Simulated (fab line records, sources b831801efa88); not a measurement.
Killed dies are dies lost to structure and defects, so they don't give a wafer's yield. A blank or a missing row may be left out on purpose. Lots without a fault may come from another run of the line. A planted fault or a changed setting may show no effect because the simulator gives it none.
Which tool did it? | flow sky130 | 10 lots, 30 wafers sampled, at 3 steps of a route of 708

WHAT THE GAUGES READ, wafer by wafer
SKY_CAPM_RS_MEAS_03: measures by four-point-probe.
lot  | measured     | on            | CAPM_TIN_RS (ohm/sq)
L363 | day 36 00:25 | film_metro-04 | 6.85 6.84 6.82
L366 | day 37 02:25 | film_metro-03 | 6.81 6.87 6.80
L367 | day 38 00:13 | film_metro-03 | 6.94 6.94 6.91
L375 | day 40 07:31 | film_metro-01 | 11.09 6.91 10.99
L376 | day 40 17:12 | film_metro-01 | 11.06 6.94 6.90
L381 | day 43 13:21 | film_metro-01 | 6.98 6.97 7.00
L385 | day 43 13:56 | film_metro-04 | 6.88 6.89 6.86
L382 | day 43 15:45 | film_metro-01 | 6.89 6.89 6.80
L384 | day 43 16:05 | film_metro-03 | 6.86 6.79 6.83
L383 | day 43 18:20 | film_metro-01 | 7.02 7.07 6.96

WHICH TOOL RAN EACH LOT (tool, then ch and the chambers of the sampled wafers, then the start)
lot  | SKY_METAL2_SPUTTER_03        | SKY_CAPM_SPUTTER_02
L363 | pvd_sputter-04, day 33 16:13 | pvd_sputter-04, day 36 00:17
L366 | pvd_sputter-01, day 34 18:26 | pvd_sputter-02, day 37 02:18
L367 | pvd_sputter-01, day 35 13:53 | pvd_sputter-04, day 38 00:06
L375 | pvd_sputter-04, day 38 01:08 | pvd_sputter-04, day 40 07:25
L376 | pvd_sputter-04, day 38 11:20 | pvd_sputter-04, day 40 17:02
L381 | pvd_sputter-04, day 41 10:20 | pvd_sputter-04, day 43 13:13
L385 | pvd_sputter-02, day 41 10:40 | pvd_sputter-04, day 43 13:50
L382 | pvd_sputter-01, day 41 12:47 | pvd_sputter-04, day 43 15:37
L384 | pvd_sputter-02, day 41 13:30 | pvd_sputter-04, day 43 15:59
L383 | pvd_sputter-04, day 41 15:49 | pvd_sputter-04, day 43 18:13
- SKY_METAL2_SPUTTER_03: material Ti, target thk 5 nm, time 3.3 s.
- SKY_CAPM_SPUTTER_02: material TiN, target thk 200 nm, time 166.7 s.

THE ANSWER, worked out from the rows above alone
Rule: what is usual is taken from the lots themselves. Put in order of their means at a reading, lots are off if they are a third of the lots or fewer, leave a main group of 4 or more, and stand apart from it by a gap of 3 or more times the standard deviation of the main group's means; of several such gaps the widest counts. A main group whose means are all the same, to the digits that the tables above print for the reading, isn't used. A lot without any number at a reading at which 4 lots or more have one is off too. The other lots that the step has rows for count as sound.
Off: L375, L376, at SKY_CAPM_RS_MEAS_03 (CAPM_TIN_RS). The main group: mean 6.89 ohm/sq, standard deviation 0.069.
A tool fits if, at a process step before that reading, it ran every lot that is off, and no sound lot after the first of them. The gauges at SKY_CAPM_RS_MEAS_03 are tried like those tools. None of those tried fits.

WHAT THE SIMULATOR HAD PUT IN
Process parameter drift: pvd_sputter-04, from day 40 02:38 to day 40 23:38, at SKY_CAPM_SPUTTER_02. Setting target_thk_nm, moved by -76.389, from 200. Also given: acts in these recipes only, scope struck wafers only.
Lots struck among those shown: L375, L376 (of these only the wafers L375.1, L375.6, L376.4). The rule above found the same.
